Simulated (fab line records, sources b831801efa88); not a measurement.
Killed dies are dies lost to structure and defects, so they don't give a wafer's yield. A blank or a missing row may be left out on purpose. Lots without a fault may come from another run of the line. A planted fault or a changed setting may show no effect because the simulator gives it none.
Split-lot experiment | flow gf180mcu | 5 lots, 23 wafers read, on a route of 602 steps

THE SPLIT
At GF_DUAL_GATE_OXIDATION_02 (stabilise 600 s, purge 300 s, target thk 10.887 nm), the setting temp_c was moved away from the recipe's 900 C on 15 of the 23 wafers read, by -0.7% to -0.3%. The other wafers ran this setting at the recipe's value.

The file shows no step between the split and the reading.

THE READING
DUAL_GATE_OXIDATION_00_THK, in nm, at GF_DUAL_GATE_THK_MEAS_03. Fault-free wafers of this fab line usually give 10.96 nm, standard deviation 0.26 nm.

wafer  | tool, chamber at the split | temp_c as run, C | against the recipe | DUAL_GATE_OXIDATION_00_THK, nm | against lot-mates on the recipe
L074.2 | -, -                       | 897.3            | -0.3%              | 10.61                          | no lot-mate on the recipe
L074.3 | -, -                       | 897.3            | -0.3%              | 10.80                          | no lot-mate on the recipe
L074.4 | -, -                       | 897.3            | -0.3%              | 10.43                          | no lot-mate on the recipe
L074.5 | -, -                       | 897.3            | -0.3%              | 10.57                          | no lot-mate on the recipe
L074.6 | -, -                       | 897.3            | -0.3%              | 10.70                          | no lot-mate on the recipe
L076.1 | furnace-02, 0              | 900              | recipe             | 11.10                          | -
L076.3 | furnace-02, 0              | 900              | recipe             | 11.18                          | -
L076.6 | furnace-02, 0              | 900              | recipe             | 11.11                          | -
L077.1 | -, -                       | 893.5            | -0.7%              | 9.98                           | no lot-mate on the recipe
L077.2 | -, -                       | 893.5            | -0.7%              | 9.92                           | no lot-mate on the recipe
L077.4 | -, -                       | 893.5            | -0.7%              | 10.15                          | no lot-mate on the recipe
L077.5 | -, -                       | 893.5            | -0.7%              | 10.04                          | no lot-mate on the recipe
L077.6 | -, -                       | 893.5            | -0.7%              | 10.04                          | no lot-mate on the recipe
L079.2 | -, -                       | 895.7            | -0.5%              | 10.50                          | no lot-mate on the recipe
L079.3 | -, -                       | 895.7            | -0.5%              | 10.45                          | no lot-mate on the recipe
L079.4 | -, -                       | 895.7            | -0.5%              | 10.40                          | no lot-mate on the recipe
L079.5 | -, -                       | 895.7            | -0.5%              | 10.51                          | no lot-mate on the recipe
L079.6 | -, -                       | 895.7            | -0.5%              | 10.56                          | no lot-mate on the recipe
L083.1 | -, -                       | 900              | recipe             | 11.21                          | -
L083.2 | -, -                       | 900              | recipe             | 11.10                          | -
L083.3 | -, -                       | 900              | recipe             | 10.91                          | -
L083.4 | -, -                       | 900              | recipe             | 11.03                          | -
L083.5 | -, -                       | 900              | recipe             | 11.21                          | -

THE FIT
A straight line over all 23 wafers: DUAL_GATE_OXIDATION_00_THK changes by +1.45 nm for each +1% of temp_c; r = +0.97; the points scatter about the line by 0.11 nm.
Too few moved wafers have a lot-mate on the recipe to fit a line with each lot's own level taken away.

THE WHOLE CHAIN: every reading that the file lists as answering this split, in the file's order
step                      | what it does                                       | reading                                                                                | change (the file's fit)              | r (the file's)
GF_DUAL_GATE_OXIDATION_02 | stabilise 600 s, purge 300 s, target thk 10.887 nm | SiO2_of_DUAL_GATE_OXIDATION_02.thk_nm (the simulator's own value, which no gauge read) | +1.47 nm for each +1% of the setting | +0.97
GF_DUAL_GATE_THK_MEAS_03  |                                                    | DUAL_GATE_OXIDATION_00_THK                                                             | +1.45 for each +1% of the setting    | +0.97

THE FILE'S OWN FIT
DUAL_GATE_OXIDATION_00_THK changes by +1.45 nm for each +1% of temp_c, r = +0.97.
